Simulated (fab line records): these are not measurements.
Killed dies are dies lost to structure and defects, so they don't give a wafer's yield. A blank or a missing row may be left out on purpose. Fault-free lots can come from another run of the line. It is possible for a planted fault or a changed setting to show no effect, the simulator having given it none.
Split-lot trial | flow gf180mcu | 23 wafers read across 5 lots, on a route 602 steps long

== THE SPLIT ==
At GF_HV_LDD_DEVELOP_18 (develop time 60 s), the setting devTempC was moved away from the recipe's 23 C on 7 of the 23 wafers read, by -8.3% to +14.7%. For the rest of the wafers, this setting stayed at what the recipe calls for.

No step appears in the file between the split and the reading.

== THE READING ==
cdNm (nm) at GF_HV_LDD_CD_MEAS_19, where the cd target is 400 nm. Typical for fault-free wafers on this fab line: 400.5 nm, with standard deviation 2.2 nm.

wafer  | tool, chamber at the split | devTempC as run, C | against the recipe | cdNm, nm | against lot-mates on the recipe
L079.2 | lithoTrack-03, 0           | 23                 | recipe             | 399.0    | -
L079.3 | lithoTrack-03, 0           | 23                 | recipe             | 398.0    | -
L079.4 | lithoTrack-03, 0           | 23                 | recipe             | 397.6    | -
L079.5 | lithoTrack-03, 0           | 23                 | recipe             | 397.7    | -
L079.6 | lithoTrack-03, 0           | 23                 | recipe             | 397.9    | -
L080.2 | lithoTrack-03, 0           | 23                 | recipe             | 400.6    | -
L080.5 | lithoTrack-03, 0           | 23                 | recipe             | 399.4    | -
L080.6 | lithoTrack-03, 0           | 23                 | recipe             | 399.6    | -
L081.1 | lithoTrack-01, 0           | 21.08              | -8.3%              | 409.2    | +8.8
L081.2 | lithoTrack-01, 0           | 23                 | recipe             | 400.6    | -
L081.3 | lithoTrack-01, 0           | 21.08              | -8.3%              | 407.5    | +7.1
L081.4 | lithoTrack-01, 0           | 21.08              | -8.3%              | 405.7    | +5.3
L081.5 | lithoTrack-01, 0           | 23                 | recipe             | 400.1    | -
L082.1 | lithoTrack-01, 0           | 23                 | recipe             | 403.4    | -
L082.2 | lithoTrack-01, 0           | 21.66              | -5.8%              | 405.2    | +2.8
L082.3 | lithoTrack-01, 0           | 21.66              | -5.8%              | 408.1    | +5.7
L082.5 | lithoTrack-01, 0           | 23                 | recipe             | 401.6    | -
L082.6 | lithoTrack-01, 0           | 23                 | recipe             | 402.1    | -
L084.1 | lithoTrack-01, 0           | 23                 | recipe             | 404.5    | -
L084.2 | lithoTrack-01, 0           | 26.38              | +14.7%             | 391.3    | -12.8
L084.4 | lithoTrack-01, 0           | 23                 | recipe             | 403.4    | -
L084.5 | lithoTrack-01, 0           | 23                 | recipe             | 404.5    | -
L084.6 | lithoTrack-01, 0           | 26.38              | +14.7%             | 391.7    | -12.4

FIT RESULTS
A straight line over all 23 wafers: cdNm changes by -0.715 nm for each +1% of devTempC; r = -0.88; the points scatter about the line by 2.2 nm.
The same after taking each lot's own level away (the mean of its wafers on the recipe; 23 wafers): -0.846 nm for each +1%; r = -0.98; scatter 0.87 nm.
That fit puts the effect of the largest move of devTempC on the reading at 12 nm.
Across the lots, their own levels run from 398.04 to 404.13 nm, a range of 2.8 times the standard deviation given above.
So the slope is not independent of the lot-to-lot level: the two fits are not the same.
Check: with one of the wafers moved furthest among these (+14.7%) left out of the fit, the line predicts -12.3 nm for it against its lot-mates. Against them it came out at -12.8 nm.

== FURTHER SPLITS ON THESE WAFERS ==
Note: prior to the reading, these wafers also went through further splits. Each is held against what the fit with the lots' levels taken away leaves over:
other split on the same wafers       | wafers away from the commonest value | r with cdNm (lot level and that fit taken away)
GF_STI_CVD_03 pressureMtorr          | 15                                   | -0.07
GF_NWELL_COAT_02 resistThkNm         | 9                                    | +0.08
GF_NWELL_IMPLANT_08 energyKev        | 10                                   | -0.01
GF_LVPWELL_COAT_02 spinRpm           | 6                                    | +0.16
GF_LVPWELL_IMPLANT_09 doseCm2        | 8                                    | +0.05
GF_MVPSD_STRIP_10 pressureMtorr      | 18                                   | +0.02
GF_VT_IMPLANT_IMPLANT_08 doseCm2     | 8                                    | -0.10
GF_VT_IMPLANT_STRIP_31 pressureMtorr | 10                                   | -0.12
GF_POLY_GATE_OXIDATION_16 tempC      | 5                                    | -0.04
GF_HV_LDD_DEVELOP_06 developTimeS    | 7                                    | +0.19

== FILE'S OWN FIT ==
cdNm changes by -0.844 nm for each +1% of devTempC, r = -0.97.
